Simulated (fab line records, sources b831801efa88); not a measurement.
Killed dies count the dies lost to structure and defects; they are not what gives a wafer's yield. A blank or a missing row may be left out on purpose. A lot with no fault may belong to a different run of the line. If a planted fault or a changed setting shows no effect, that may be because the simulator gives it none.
fab line records ; flow sfqLine
[record] lots = 6; wafers = 18; lastDay = 80
route steps=325 shown I3@137 M4@148 I4@163 JJ@178 M8@325
lots that met no fault: taken from a fault-free run of the same line
startH: start of the lot's first displayed wafer, in hours after the record's first day ; waitH: hours elapsed since this lot's preceding step ; " as in the row above ; L1.1+2: a single row standing in for several wafers ; - value missing, or start not given ; * or withheld: withheld ; < > ~ a bound
route shown NAME@n: names a module that has steps shown in the file, with the first one's number in the route ; usual: mean/standard deviation of fault-free wafers ; same: alike in all rows ; chamber/n: place in a boat ; sites: the reading at each site ; _std_site: the values' standard deviation ; _edge_site: mean of outer sites minus mean of inner sites ; radiusMm: how far each site lies from the wafer's centre ; mask NAME#n: copy n ; behind: the tool/chamber that last shaped the wafer ; hold: why the lot went on hold/how many hours it stayed there/how the hold came to an end ; device: the n, p or np transistor that did not switch ; end of line: tests run on the same wafers once the route is complete ; a step with no rows: only its recipe ; killed: the dies lost at the first sort to structure and to defects; this is not the yield of the wafer ; map: dies across one wafer; x = killed, . = not, _ = none there
set.NAME: the setting the step ran with; set.NAME@STEP: the setting that earlier step ran with ; model.NAME: the simulator's own value behind a step, which no gauge read
lots seen at some steps along the route; tables by step, rows by wafer
services: when a tool's chamber went out of use (startH, in hours from the record's first day, below 0 if earlier), for how many hours, and the reason
[[steps]]
[step SFQ_TRILAYER_I3_VIA_LITHO_COAT_090]
[recipe] resist = BARC; spinRpm = 3000; resistThkNm = 62
[step SFQ_TRILAYER_I3_VIA_LITHO_COAT_085]
[recipe] resist = KrF; spinRpm = 3000; resistThkNm = 650
[step SFQ_TRILAYER_I3_VIA_LITHO_SOFTBAKE_089]
[recipe] tempC = withheld; timeS = withheld; resist = KrF
[step SFQ_TRILAYER_I3_VIA_LITHO_EXPOSE_086]
[recipe] maskId = I3; na = 0.6; sourceShape = conventional; sigmaOuter = 0.65; targetCdNm = 500; doseMj = 21.3
[step SFQ_TRILAYER_I3_VIA_LITHO_PEB_088]
[recipe] pebTempC = 115; pebTimeS = 60; resist = KrF
[step SFQ_TRILAYER_I3_VIA_LITHO_DEVELOP_087]
[recipe] timeS = 60; resist = KrF
[step SFQ_I3_OVL_MEAS_923]
[usual] I3_OVL = 3/4.9
lot.wafer;tool;chamber;startH;waitH;I3_OVL[nm]
L907.2;overlay-01;-;923.55;0.1;-4
L907.3;overlay-01;-;923.55;0.1;-2
L907.5;overlay-01;-;923.55;0.1;-2
L916.3;overlay-02;-;1133.52;0.1;3
L916.5;overlay-02;-;1133.52;0.1;2
L916.6;overlay-02;-;1133.52;0.1;10
L923.3;overlay-01;-;1213.26;0.1;6
L923.4;overlay-01;-;1213.26;0.1;5
L923.6;overlay-01;-;1213.26;0.1;5
L925.3;overlay-02;-;1219.26;0.1;2
L925.4;overlay-02;-;1219.26;0.1;7
L925.5;overlay-02;-;1219.26;0.1;1
L928.4;overlay-01;-;1260.63;0.1;-2
L928.5;overlay-01;-;1260.63;0.1;1
L928.6;overlay-01;-;1260.63;0.1;9
L929.1;overlay-02;-;1287.63;0.1;7
L929.2;overlay-02;-;1287.63;0.1;8
L929.5;overlay-02;-;1287.63;0.1;4
[step SFQ_TRILAYER_I3_VIA_BARC_OPEN_VIA_ETCH_121]
[recipe] maskMaterial = PR; chemistry = O2; targetDepthNm = 125; target = BARC; sourceW = 500; biasW = 80; pressureMtorr = 30; timeS = 41.7
[step SFQ_TRILAYER_I3_VIA_ETCH_VIA_ETCH_088]
[recipe] target = SiO2; stopOn = Nb; maskMaterial = PR; taperDeg = 20; chemistry = CHF3; targetDepthNm = 260; sourceW = 500; biasW = 80; pressureMtorr = 30; timeS = withheld
[step SFQ_TRILAYER_I3_VIA_STRIP_STRIP_089]
[recipe] gas = O2; powerW = 200; platenTempC = 40; overashFraction = 0.65; chemistry = O2; pressureMtorr = 50
[step SFQ_TRILAYER_I3_VIA_STRIP_SOLV_CLEAN_090]
[recipe] chemistry = NMP; tempC = 70; timeS = 600
[step SFQ_TRILAYER_M4_DEP_PRE_CLEAN_092]
[recipe] gas = Ar; timeS = 22.5; biasV = 250
[step SFQ_TRILAYER_M4_DEP_SPUTTER_091]
[recipe] material = Nb; basePressurePa = 1.33e-06; chamberPressurePa = 0.1333; substrateTempC = 20; resputterCathodeVoltageV = 400; targetThkNm = 200; powerW = 2000; timeS = 133.3
[usual] cathodeDcPowerW = 2000.0/0.37; throttleValvePct = 30.0/1
lot.wafer;tool;chamber;startH;waitH;cathodeDcPowerW;throttleValvePct;model.Nb_of_TRILAYER_M4_DEP_SPUTTER_091.thkNm
L907.2;pvdSputter-03;-;924.54;0.0;2000.3;29.5;199.3
L907.3;pvdSputter-03;-;924.54;0.0;1999.9;30.3;199.6
L907.5;pvdSputter-03;-;924.54;0.0;2000.1;29.3;197.3
L916.3;pvdSputter-04;-;1134.50;0.0;2000.6;29.0;196.5
L916.5;pvdSputter-04;-;1134.50;0.0;2000.2;28.9;196.7
L916.6;pvdSputter-04;-;1134.50;0.0;2000.1;32.0;202
L923.3;pvdSputter-03;-;1214.24;0.0;2427.1;29.2;244.4
L923.4;pvdSputter-03;-;1214.24;0.0;2427.4;30.3;244.2
L923.6;pvdSputter-03;-;1214.24;0.0;2427.6;29.4;244.2
L925.3;pvdSputter-03;-;1220.26;0.0;2427.1;29.2;243.7
L925.4;pvdSputter-03;-;1220.26;0.0;2427.5;29.3;240.8
L925.5;pvdSputter-03;-;1220.26;0.0;2427.2;29.6;241.7
L928.4;pvdSputter-04;-;1261.78;0.0;2000.3;31.9;203
L928.5;pvdSputter-04;-;1261.78;0.0;2000.0;32.0;201.3
L928.6;pvdSputter-04;-;1261.78;0.0;1999.8;30.8;202.6
L929.1;pvdSputter-04;-;1288.62;0.0;2000.2;28.7;198
L929.2;pvdSputter-04;-;1288.62;0.0;2000.2;30.9;201.4
L929.5;pvdSputter-04;-;1288.62;0.0;1999.9;29.2;199.7
[step SFQ_M4_RS_MEAS_924]
[recipe] thkMeasGauge = four-point-probe; reads = Nb_of_TRILAYER_M4_DEP_SPUTTER_091
[usual] M4_NB_RS = 0.892/0.01
lot.wafer;tool;chamber;startH;waitH;M4_NB_RS[ohm/sq]
L907.2;filmMetro-01;-;924.65;0.1;0.891
L907.3;filmMetro-01;-;924.65;0.1;0.890
L907.5;filmMetro-01;-;924.65;0.1;0.900
L916.3;filmMetro-04;-;1134.63;0.1;0.905
L916.5;filmMetro-04;-;1134.63;0.1;0.903
L916.6;filmMetro-04;-;1134.63;0.1;0.881
L923.3;filmMetro-01;-;1214.37;0.1;0.725
L923.4;filmMetro-01;-;1214.37;0.1;0.725
L923.6;filmMetro-01;-;1214.37;0.1;0.729
L925.3;filmMetro-03;-;1220.39;0.1;0.729
L925.4;filmMetro-03;-;1220.39;0.1;0.738
L925.5;filmMetro-03;-;1220.39;0.1;0.736
L928.4;filmMetro-03;-;1261.93;0.1;0.876
L928.5;filmMetro-03;-;1261.93;0.1;0.885
L928.6;filmMetro-03;-;1261.93;0.1;0.878
L929.1;filmMetro-03;-;1288.71;0.0;0.899
L929.2;filmMetro-03;-;1288.71;0.0;0.884
L929.5;filmMetro-03;-;1288.71;0.0;0.893
[step SFQ_TRILAYER_M4_LITHO_COAT_098]
[recipe] resist = BARC; spinRpm = 3000; resistThkNm = 62
[step SFQ_TRILAYER_M4_LITHO_COAT_093]
[recipe] resist = KrF; spinRpm = 3000; resistThkNm = 600
[step SFQ_TRILAYER_M4_LITHO_SOFTBAKE_097]
[recipe] tempC = withheld; timeS = withheld; resist = KrF
[step SFQ_TRILAYER_M4_LITHO_EXPOSE_094]
[recipe] maskId = M4; na = 0.6; sourceShape = conventional; sigmaOuter = 0.65; targetCdNm = 500; doseMj = 14.4
[step SFQ_TRILAYER_M4_LITHO_PEB_096]
[recipe] pebTempC = 115; pebTimeS = 60; resist = KrF
[step SFQ_TRILAYER_M4_LITHO_DEVELOP_095]
[recipe] timeS = 60; resist = KrF
[step SFQ_M4_OVL_MEAS_926]
[usual] M4_OVL = -3/5.6
lot.wafer;tool;chamber;startH;waitH;M4_OVL[nm]
L907.2;overlay-01;-;1062.61;0.1;-7
L907.3;overlay-01;-;1062.61;0.1;2
L907.5;overlay-01;-;1062.61;0.1;-2
L916.3;overlay-01;-;1259.07;0.1;6
L916.5;overlay-01;-;1259.07;0.1;7
L916.6;overlay-01;-;1259.07;0.1;-1
L923.3;overlay-01;-;1337.10;0.1;-6
L923.4;overlay-01;-;1337.10;0.1;-7
L923.6;overlay-01;-;1337.10;0.1;-5
L925.3;overlay-02;-;1345.50;0.1;-15
L925.4;overlay-02;-;1345.50;0.1;-13
L925.5;overlay-02;-;1345.50;0.1;-13
L928.4;overlay-02;-;1371.53;0.1;1
L928.5;overlay-02;-;1371.53;0.1;-2
L928.6;overlay-02;-;1371.53;0.1;-5
L929.1;overlay-02;-;1395.51;0.1;5
L929.2;overlay-02;-;1395.51;0.1;-7
L929.5;overlay-02;-;1395.51;0.1;1
[step SFQ_TRILAYER_M4_BARC_OPEN_METAL_ETCH_123]
[recipe] maskMaterial = PR; chemistry = O2; targetDepthNm = 125; target = BARC; icpW = 600; biasW = 80; pressureMtorr = 10; timeS = 41.7
[usual] drypumpMotorCurrentA = 5.9/0.57; oesProductAu = 0.685/0.0042
lot.wafer;tool;chamber;startH;waitH;drypumpMotorCurrentA;oesProductAu;rfHoursCounterH
L907.2;rieMetal-04;0;1062.64;0.0;5.6;0.688;90
L907.3;rieMetal-04;1;1062.64;0.0;4.8;0.685;-
L907.5;rieMetal-04;0;1062.64;0.0;5.7;0.686;-
L916.3;rieMetal-04;0;1259.11;0.0;5.6;0.682;-
L916.5;rieMetal-04;0;1259.11;0.0;5.6;0.683;-
L916.6;rieMetal-04;1;1259.11;0.0;4.7;0.689;-
L923.3;rieMetal-02;1;1337.15;0.0;6.3;0.679;-
L923.4;rieMetal-02;0;1337.15;0.0;6.5;0.688;-
L923.6;rieMetal-02;0;1337.15;0.0;6.6;0.681;-
L925.3;rieMetal-03;1;1345.55;0.0;6.1;0.686;-
L925.4;rieMetal-03;0;1345.55;0.0;5.5;0.687;-
L925.5;rieMetal-03;1;1345.55;0.0;6.1;0.680;-
L928.4;rieMetal-03;0;1371.56;0.0;5.5;0.683;-
L928.5;rieMetal-03;0;1371.56;0.0;5.5;0.687;-
L928.6;rieMetal-03;1;1371.56;0.0;6.1;0.690;-
L929.1;rieMetal-02;1;1395.54;0.0;6.3;0.684;123
L929.2;rieMetal-02;0;1395.54;0.0;6.5;0.687;85
L929.5;rieMetal-02;0;1395.54;0.0;6.5;0.688;-
[step SFQ_TRILAYER_M4_ETCH_METAL_ETCH_096]
[recipe] target = Nb; stopOn = SiO2; maskMaterial = PR; chemistry = Cl2/Ar; targetDepthNm = 240; icpW = 600; biasW = 80; pressureMtorr = 10; timeS = 120
[usual] drypumpMotorCurrentA = 5.9/0.57; oesProductAu = 0.893/0.0075
lot.wafer;tool;chamber;startH;waitH;drypumpMotorCurrentA;oesProductAu;rfHoursCounterH
L907.2;rieMetal-04;0;1062.70;0.0;5.6;0.898;90
L907.3;rieMetal-04;1;1062.70;0.0;4.7;0.891;-
L907.5;rieMetal-04;0;1062.70;0.0;5.7;0.879;-
L916.3;rieMetal-04;0;1259.19;0.1;5.7;0.883;-
L916.5;rieMetal-04;0;1259.19;0.1;5.7;0.884;-
L916.6;rieMetal-04;1;1259.19;0.1;4.7;0.893;-
L923.3;rieMetal-02;1;1337.23;0.1;6.3;0.994;-
L923.4;rieMetal-02;0;1337.23;0.1;6.5;0.996;-
L923.6;rieMetal-02;0;1337.23;0.1;6.5;1.006;-
L925.3;rieMetal-03;1;1345.63;0.1;6.2;0.990;-
L925.4;rieMetal-03;0;1345.63;0.1;5.5;0.988;-
L925.5;rieMetal-03;1;1345.63;0.1;6.1;0.984;-
L928.4;rieMetal-03;0;1371.65;0.1;5.5;0.904;-
L928.5;rieMetal-03;0;1371.65;0.1;5.5;0.899;-
L928.6;rieMetal-03;1;1371.65;0.1;6.2;0.896;-
L929.1;rieMetal-02;1;1395.60;0.0;6.3;0.879;123
L929.2;rieMetal-02;0;1395.60;0.0;6.6;0.899;85
L929.5;rieMetal-02;0;1395.60;0.0;6.6;0.904;-
[step SFQ_TRILAYER_M4_STRIP_STRIP_097]
[recipe] gas = O2; powerW = 200; platenTempC = 40; overashFraction = 0.65; chemistry = O2; pressureMtorr = 50
[step SFQ_TRILAYER_M4_STRIP_SOLV_CLEAN_098]
[recipe] chemistry = NMP; tempC = 70; timeS = 600
[step SFQ_TRILAYER_I4_DEP_PECVD_099]
[recipe] material = SiO2; tempC = 150; timeS = 111.11; pressureTorr = 2.4; rfW = 183.3; precursor = SiH4/N2O; targetThkNm = 500
[usual] heaterPowerW = 77/17; throttleValvePct = 24.6/1.4
lot.wafer;tool;chamber;startH;waitH;heaterPowerW;throttleValvePct
L907.2;pecvd-02;0;1063.60;0.0;50;25.5
L907.3;pecvd-02;1;1063.60;0.0;55;24.3
L907.5;pecvd-02;2;1063.60;0.0;66;27.0
L916.3;pecvd-01;2;1260.05;0.0;83;24.3
L916.5;pecvd-01;1;1260.05;0.0;105;23.8
L916.6;pecvd-01;0;1260.05;0.0;103;23.6
L923.3;pecvd-02;1;1338.09;0.0;57;24.8
L923.4;pecvd-02;1;1338.09;0.0;61;24.9
L923.6;pecvd-02;2;1338.09;0.0;69;27.6
L925.3;pecvd-02;0;1346.49;0.0;53;25.7
L925.4;pecvd-02;0;1346.49;0.0;56;25.8
L925.5;pecvd-02;2;1346.49;0.0;71;27.4
L928.4;pecvd-02;1;1372.72;0.0;62;24.7
L928.5;pecvd-02;2;1372.72;0.0;73;27.5
L928.6;pecvd-02;0;1372.72;0.0;59;25.7
L929.1;pecvd-01;2;1396.50;0.0;77;24.8
L929.2;pecvd-01;0;1396.50;0.0;101;23.6
L929.5;pecvd-01;0;1396.50;0.0;104;23.5
[step SFQ_TRILAYER_I4_CMP_CMP_100]
[recipe] material = SiO2; downForcePsi = 3; platenRpm = 60; padVelocityMS = 0.94248
[usual] headPressurePsi = 3.000/0.0073; motorCurrentA = 10.5/0.77; platenRpm = 59.99/0.038; timeToEndpointS = 218/8.4
lot.wafer;tool;chamber;startH;waitH;headPressurePsi;motorCurrentA;platenRpm;timeToEndpointS
L907.3;cmp-02;0;1064.68;1.0;2.988;11.0;59.92;203
L907.2;cmp-02;1;1064.68;1.0;3.006;9.5;60.00;216
L907.5;cmp-02;2;1064.68;1.0;2.993;10.9;60.05;209
L916.3;cmp-02;0;1270.54;10.5;2.999;10.7;59.96;223
L916.6;cmp-02;1;1270.54;10.5;3.005;10.1;60.00;233
L916.5;cmp-02;2;1270.54;10.5;2.998;11.2;60.08;220
L923.3;cmp-01;3;1344.30;6.2;2.988;9.5;60.03;214
L923.4;cmp-01;0;1344.30;6.2;2.995;10.0;59.98;205
L923.6;cmp-01;2;1345.80;7.6;3.003;11.3;60.03;223
L925.4;cmp-02;1;1351.68;5.1;3.007;10.0;60.00;217
L925.3;cmp-02;2;1351.68;5.1;2.990;10.8;59.96;209
L925.5;cmp-02;1;1353.68;7.1;3.005;10.4;60.03;221
L928.4;cmp-02;1;1382.18;9.4;3.011;10.2;59.96;218
L928.5;cmp-02;3;1383.18;10.4;2.995;10.7;60.00;210
L928.6;cmp-02;0;1383.18;10.4;3.002;10.9;59.99;224
L929.1;cmp-02;2;1402.41;5.9;3.016;11.5;59.99;220
L929.2;cmp-02;1;1403.91;7.4;3.004;9.9;59.98;232
L929.5;cmp-02;2;1403.91;7.4;3.000;10.9;59.98;223
[step SFQ_I4_BOW_MEAS_927]
[recipe] mode = bow
[usual] I4_BOW = 7/9.7
lot.wafer;tool;chamber;startH;waitH;I4_BOW[um]
L907.2;filmMetro-03;-;1066.70;1.0;13
L907.3;filmMetro-03;-;1066.70;1.0;7
L907.5;filmMetro-03;-;1066.70;1.0;-8
L916.3;filmMetro-02;-;1272.08;1.0;5
L916.5;filmMetro-02;-;1272.08;1.0;0
L916.6;filmMetro-02;-;1272.08;1.0;0
L923.3;filmMetro-03;-;1346.34;1.5;10
L923.4;filmMetro-03;-;1346.34;1.5;15
L923.6;filmMetro-03;-;1346.34;1.5;2
L925.3;filmMetro-04;-;1354.22;1.5;14
L925.4;filmMetro-04;-;1354.22;1.5;-2
L925.5;filmMetro-04;-;1354.22;1.5;2
L928.4;filmMetro-03;-;1384.24;1.6;7
L928.5;filmMetro-03;-;1384.24;1.6;1
L928.6;filmMetro-03;-;1384.24;1.6;12
L929.1;filmMetro-03;-;1405.41;2.5;-10
L929.2;filmMetro-03;-;1405.41;2.5;-1
L929.5;filmMetro-03;-;1405.41;2.5;3
[step SFQ_TRILAYER_I4_METRO_MEASURE_101]
[usual] thkNm = 200.5/1.3
lot.wafer;tool;chamber;startH;waitH;thkNm
L907.2;filmMetro-03;-;1067.00;0.3;202.3
L907.3;filmMetro-03;-;1067.00;0.3;202.7
L907.5;filmMetro-03;-;1067.00;0.3;201.2
L916.3;filmMetro-02;-;1272.56;0.5;200.8
L916.5;filmMetro-02;-;1272.56;0.5;199.5
L916.6;filmMetro-02;-;1272.56;0.5;203.0
L923.3;filmMetro-03;-;1346.82;0.5;202.7
L923.4;filmMetro-03;-;1346.82;0.5;201.4
L923.6;filmMetro-03;-;1346.82;0.5;202.2
L925.3;filmMetro-04;-;1354.70;0.5;199.8
L925.4;filmMetro-04;-;1354.70;0.5;200.4
L925.5;filmMetro-04;-;1354.70;0.5;200.5
L928.4;filmMetro-03;-;1384.90;0.6;202.0
L928.5;filmMetro-03;-;1384.90;0.6;199.6
L928.6;filmMetro-03;-;1384.90;0.6;199.5
L929.1;filmMetro-03;-;1405.53;0.1;198.8
L929.2;filmMetro-03;-;1405.53;0.1;200.2
L929.5;filmMetro-03;-;1405.53;0.1;200.3
[step SFQ_TRILAYER_I4_VIA_LITHO_COAT_108]
[recipe] resist = BARC; spinRpm = 3000; resistThkNm = 62
[step SFQ_TRILAYER_I4_VIA_LITHO_COAT_103]
[recipe] resist = KrF; spinRpm = 3000; resistThkNm = 650
[step SFQ_TRILAYER_I4_VIA_LITHO_SOFTBAKE_107]
[recipe] tempC = withheld; timeS = withheld; resist = KrF
[step SFQ_TRILAYER_I4_VIA_LITHO_EXPOSE_104]
[recipe] maskId = I4; na = 0.6; sourceShape = conventional; sigmaOuter = 0.65; targetCdNm = 700; doseMj = 21.3
[step SFQ_TRILAYER_I4_VIA_LITHO_PEB_106]
[recipe] pebTempC = 115; pebTimeS = 60; resist = KrF
[step SFQ_TRILAYER_I4_VIA_LITHO_DEVELOP_105]
[recipe] timeS = 60; resist = KrF
[step SFQ_I4_OVL_MEAS_928]
[usual] I4_OVL = 2/6
lot.wafer;tool;chamber;startH;waitH;I4_OVL[nm]
L907.2;overlay-02;-;1101.89;0.1;5
L907.3;overlay-02;-;1101.89;0.1;5
L907.5;overlay-02;-;1101.89;0.1;11
L916.3;overlay-02;-;1286.44;0.1;7
L916.5;overlay-02;-;1286.44;0.1;5
L916.6;overlay-02;-;1286.44;0.1;12
L923.3;overlay-01;-;1443.52;0.1;-6
L923.4;overlay-01;-;1443.52;0.1;-4
L923.6;overlay-01;-;1443.52;0.1;-1
L925.3;overlay-02;-;1461.35;0.1;2
L925.4;overlay-02;-;1461.35;0.1;1
L925.5;overlay-02;-;1461.35;0.1;-2
L928.4;overlay-02;-;1483.08;0.1;0
L928.5;overlay-02;-;1483.08;0.1;-1
L928.6;overlay-02;-;1483.08;0.1;3
L929.1;overlay-01;-;1498.48;0.1;-1
L929.2;overlay-01;-;1498.48;0.1;5
L929.5;overlay-01;-;1498.48;0.1;3
[step SFQ_TRILAYER_I4_VIA_BARC_OPEN_VIA_ETCH_146]
[recipe] maskMaterial = PR; chemistry = O2; targetDepthNm = 125; target = BARC; sourceW = 500; biasW = 80; pressureMtorr = 30; timeS = 41.7
[step SFQ_TRILAYER_I4_VIA_ETCH_VIA_ETCH_106]
[recipe] target = SiO2; stopOn = Nb; maskMaterial = PR; taperDeg = 20; chemistry = CHF3; targetDepthNm = 260; sourceW = 500; biasW = 80; pressureMtorr = 30; timeS = withheld
[step SFQ_TRILAYER_I4_VIA_STRIP_STRIP_107]
[recipe] gas = O2; powerW = 200; platenTempC = 40; overashFraction = 0.65; chemistry = O2; pressureMtorr = 50
[usual] drypumpMotorCurrentA = 6.0/0.44; oesProductAu = 0.998/0.0094
[same] overashFraction = 0.65
lot.wafer;tool;chamber;startH;waitH;drypumpMotorCurrentA;oesProductAu;rfHoursCounterH
L907.2;rieMetal-02;0;1102.07;-;6.5;1.018;36
L907.3;rieMetal-02;0;1102.07;-;6.5;1.004;-
L907.5;rieMetal-02;0;1102.07;-;6.5;1.010;-
L916.3;rieMetal-02;0;1286.82;-;6.5;0.988;-
L916.5;rieMetal-02;1;1286.82;-;6.3;1.004;-
L916.6;rieMetal-02;0;1286.82;-;6.5;1.001;-
L923.3;rieMetal-01;0;1443.90;-;5.3;0.994;-
L923.4;rieMetal-01;1;1443.90;-;6.3;0.991;-
L923.6;rieMetal-01;0;1443.90;-;5.3;0.989;-
L925.3;rieMetal-03;0;1461.73;-;5.5;0.995;-
L925.4;rieMetal-03;1;1461.73;-;6.1;0.989;-
L925.5;rieMetal-03;1;1461.73;-;6.1;0.990;-
L928.4;rieMetal-02;1;1483.45;-;6.3;1.015;-
L928.5;rieMetal-02;0;1483.45;-;6.5;1.010;-
L928.6;rieMetal-02;1;1483.45;-;6.3;1.012;-
L929.1;rieMetal-03;0;1498.67;-;5.5;1.003;38
L929.2;rieMetal-03;1;1498.67;-;6.1;0.986;100
L929.5;rieMetal-03;1;1498.67;-;6.1;0.981;-
[step SFQ_TRILAYER_I4_VIA_STRIP_SOLV_CLEAN_108]
[recipe] chemistry = NMP; tempC = 70; timeS = 600
[step SFQ_TRILAYER_JJ_TRILAYER_DEP_PRE_CLEAN_113]
[recipe] gas = Ar; timeS = 22.5; biasV = 250
[step SFQ_M8_BOW_MEAS_951]
[recipe] mode = bow
[usual] M8_BOW = 11/11
lot.wafer;tool;chamber;startH;waitH;M8_BOW[um];model.etest.m4.combLog10Ohm;model.etest.m4.ohmSq
L907.2;filmMetro-03;-;1821.60;0.0;16;12;0.8933
L907.3;filmMetro-03;-;1821.60;0.0;9;12;0.8918
L907.5;filmMetro-03;-;1821.60;0.0;-6;12;0.9024
L916.3;filmMetro-02;-;1856.03;0.0;1;12;0.906
L916.5;filmMetro-02;-;1856.03;0.0;-5;12;0.9051
L916.6;filmMetro-02;-;1856.03;0.0;-6;12;0.8813
L923.3;filmMetro-04;-;1907.66;0.0;9;0;0.7282
L923.4;filmMetro-04;-;1907.66;0.0;14;0;0.7289
L923.6;filmMetro-04;-;1907.66;0.0;0;0;0.7291
L925.3;filmMetro-03;-;1912.29;0.0;12;0;0.7306
L925.4;filmMetro-03;-;1912.29;0.0;-3;12;0.7394
L925.5;filmMetro-03;-;1912.29;0.0;0;0;0.7365
L928.4;filmMetro-03;-;1916.08;0.1;10;12;0.8769
L928.5;filmMetro-03;-;1916.08;0.1;3;12;0.8844
L928.6;filmMetro-03;-;1916.08;0.1;16;12;0.8786
L929.1;filmMetro-02;-;1917.05;0.0;-12;12;0.8991
L929.2;filmMetro-02;-;1917.05;0.0;-3;12;0.8839
L929.5;filmMetro-02;-;1917.05;0.0;0;12;0.8914
[[services]]
tool;chamber;startH;hours;kind
pecvd-02;-;905.01;1.1;repair
pecvd-02;1;909.88;4.8;repair
rieMetal-03;0;930.73;23.5;repair
rieMetal-02;-;939.96;10.0;pm
cmp-02;-;953.83;1.7;repair
cmp-02;-;971.95;0.8;repair
rieMetal-03;-;974.51;4.3;pm
rieMetal-03;-;1049.73;14.6;pm
rieMetal-03;-;1070.94;0.4;repair
cmp-02;-;1072.34;8.6;pm
cmp-02;-;1086.92;4.0;pm
cmp-02;-;1100.84;1.5;repair
cmp-02;-;1115.88;6.2;pm
cmp-02;-;1134.03;4.3;pm
cmp-02;-;1159.37;4.2;repair
cmp-02;-;1180.67;0.4;repair
rieMetal-03;1;1194.05;3.8;repair
rieMetal-02;1;1208.39;4.0;repair
cmp-02;-;1221.25;5.4;repair
cmp-02;-;1225.89;1.2;repair
cmp-02;-;1429.41;4.0;pm
cmp-02;-;1456.61;19.3;repair
cmp-02;-;1460.56;0.7;repair
rieMetal-02;-;1496.56;2.8;pm
[[key]]
[firstSign] step = SFQ_TRILAYER_M4_DEP_SPUTTER_091; reading = cathodeDcPowerW; direction = up; sigmas = 99+; usual = 2000.0; struck = 2427.3
[effect] step = SFQ_M4_RS_MEAS_924; reading = M4_NB_RS; direction = down; sigmas = 16; usual = 0.892; struck = 0.730
[effect] step = SFQ_TRILAYER_M4_ETCH_METAL_ETCH_096; reading = oesProductAu; direction = up; sigmas = 13; usual = 0.893; struck = 0.993
[modelEffect] step = SFQ_TRILAYER_M4_DEP_SPUTTER_091; value = Nb_of_TRILAYER_M4_DEP_SPUTTER_091.thkNm; without = 200.4; struck = 243.2
[modelEffect] step = SFQ_M8_BOW_MEAS_951; value = etest.m4.combLog10Ohm; without = 12; struck = 2
metAt SFQ_TRILAYER_M4_DEP_SPUTTER_091
struckWafers L923.3,L923.4,L923.6,L925.3,L925.4,L925.5
onsetBetween 924.54 1214.24
[fault] kind = processParameterDrift; tool = pvdSputter-03; chamber = -; onsetH = 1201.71; steps = SFQ_TRILAYER_M4_DEP_SPUTTER_091; channel = powerW; offset = 427.11; shape = step; endH = 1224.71; actsIn = theseRecipesOnly; stated = 2000
